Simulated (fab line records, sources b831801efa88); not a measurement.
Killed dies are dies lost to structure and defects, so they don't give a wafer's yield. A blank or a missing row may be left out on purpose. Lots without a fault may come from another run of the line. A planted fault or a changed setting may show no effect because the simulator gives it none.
Chamber matching | flow sky130 | SKY_SONOS_ONO_ETCH_15 on rie_diel-01: 4 sister chambers
The step etches the open film in CHF3/O2, target depth 19.52 nm, time 7.8 s. 39 wafers are shown with their chamber, then 12 later ones without.

WAFERS WITH THEIR CHAMBER
wafer  | chamber | drypump_motor_current_A (A) | oes_product_au (a.u.) | throttle_valve_pct (%)
L081.1 | 3       | 5.3                         | 1.007                 | 8.836
L081.4 | 0       | 5.7                         | 1.008                 | 8.803
L081.6 | 1       | 5.8                         | 1.033                 | 8.835
L083.3 | 1       | 5.8                         | 1.041                 | 8.825
L083.4 | 3       | 5.2                         | 1.023                 | 8.822
L083.5 | 0       | 5.6                         | 1.008                 | 8.823
L085.1 | 0       | 5.6                         | 1.003                 | 8.825
L085.2 | 1       | 5.8                         | 1.045                 | 8.836
L085.3 | 3       | 5.2                         | 1.007                 | 8.823
L085.4 | 2       | 6.0                         | 1.011                 | 8.818
L085.5 | 1       | 5.8                         | 1.049                 | 8.827
L085.6 | 2       | 6.0                         | 1.005                 | 8.816
L086.1 | 0       | 5.7                         | 1.011                 | 8.830
L086.4 | 1       | 5.8                         | 1.031                 | 8.836
L086.6 | 1       | 5.8                         | 1.028                 | 8.830
L087.1 | 0       | 5.6                         | 1.023                 | 8.818
L087.2 | 1       | 5.8                         | 1.024                 | 8.843
L087.3 | 2       | 6.1                         | 1.004                 | 8.836
L087.4 | 3       | 5.3                         | 1.007                 | 8.837
L087.5 | 2       | 6.0                         | 1.022                 | 8.823
L087.6 | 1       | 5.8                         | 1.019                 | 8.838
L088.2 | 2       | 6.0                         | 1.019                 | 8.800
L088.3 | 3       | 5.3                         | 1.008                 | 8.822
L088.6 | 2       | 6.0                         | 1.009                 | 8.821
L090.1 | 1       | 5.8                         | 1.015                 | 8.823
L090.2 | 2       | 6.0                         | 1.012                 | 8.820
L090.3 | 0       | 5.7                         | 1.008                 | 8.803
L090.4 | 3       | 5.3                         | 0.997                 | 8.820
L090.5 | 3       | 5.2                         | 0.999                 | 8.823
L090.6 | 0       | 5.7                         | 1.014                 | 8.825
L091.1 | 3       | 5.2                         | 0.999                 | 8.818
L091.2 | 2       | 6.0                         | 1.017                 | 8.834
L091.4 | 1       | 5.8                         | 1.012                 | 8.843
L093.1 | 0       | 5.7                         | 1.006                 | 8.810
L093.2 | 2       | 6.0                         | 1.024                 | 8.842
L093.3 | 3       | 5.3                         | 1.022                 | 8.832
L093.4 | 1       | 5.8                         | 1.025                 | 8.831
L093.5 | 0       | 5.7                         | 1.016                 | 8.824
L093.6 | 1       | 5.8                         | 1.021                 | 8.828

SIGNATURES (means of the wafers above)
reading                 | chamber 0 | chamber 1 | chamber 2 | chamber 3 | scatter within a chamber
drypump_motor_current_A | 5.667     | 5.800     | 6.011     | 5.256     | 0.0382
oes_product_au          | 1.01078   | 1.02858   | 1.01367   | 1.00767   | 0.00914
throttle_valve_pct      | 8.81789   | 8.83292   | 8.82333   | 8.82589   | 0.00922
Rule: a wafer's distance from a chamber is the root of the sum, over the readings, of the square of ((its reading less the chamber's mean) divided by the reading's scatter). The wafer belongs to the nearest chamber; if the next one is less than 2 further off, it can't be placed. The scatter: the root of (the sum of the squares of (reading less its chamber's mean) over the shown wafers, divided by (wafers less chambers)).

WAFERS WITHOUT THEIR CHAMBER
wafer  | drypump_motor_current_A (A) | oes_product_au (a.u.) | throttle_valve_pct (%)
L094.3 | 5.7                         | 1.004                 | 8.828
L094.4 | 6.0                         | 1.029                 | 8.813
L094.5 | 5.7                         | 1.008                 | 8.839
L095.1 | 6.0                         | 1.014                 | 8.833
L095.2 | 5.6                         | 0.992                 | 8.828
L095.3 | 5.2                         | 1.005                 | 8.825
L095.4 | 5.8                         | 1.026                 | 8.829
L095.5 | 5.8                         | 1.019                 | 8.821
L095.6 | 6.0                         | 1.007                 | 8.830
L097.1 | 5.2                         | 1.015                 | 8.834
L097.2 | 5.7                         | 1.011                 | 8.828
L097.6 | 5.3                         | 1.013                 | 8.818

WHICH CHAMBER EACH WENT THROUGH
wafer  | from the rows above     | in truth
L094.3 | 0                       | 0
L094.4 | 2                       | 2
L094.5 | can't be placed: 0 or 1 | 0
L095.1 | 2                       | 2
L095.2 | 0                       | 0
L095.3 | 3                       | 3
L095.4 | 1                       | 1
L095.5 | can't be placed: 1 or 0 | 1
L095.6 | 2                       | 2
L097.1 | 3                       | 3
L097.2 | can't be placed: 0 or 1 | 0
L097.6 | 3                       | 3
Placed correctly: 9 of 12. Can't be placed from these rows: 3 (the true chamber is among the candidates in 3). Placed wrongly: 0.
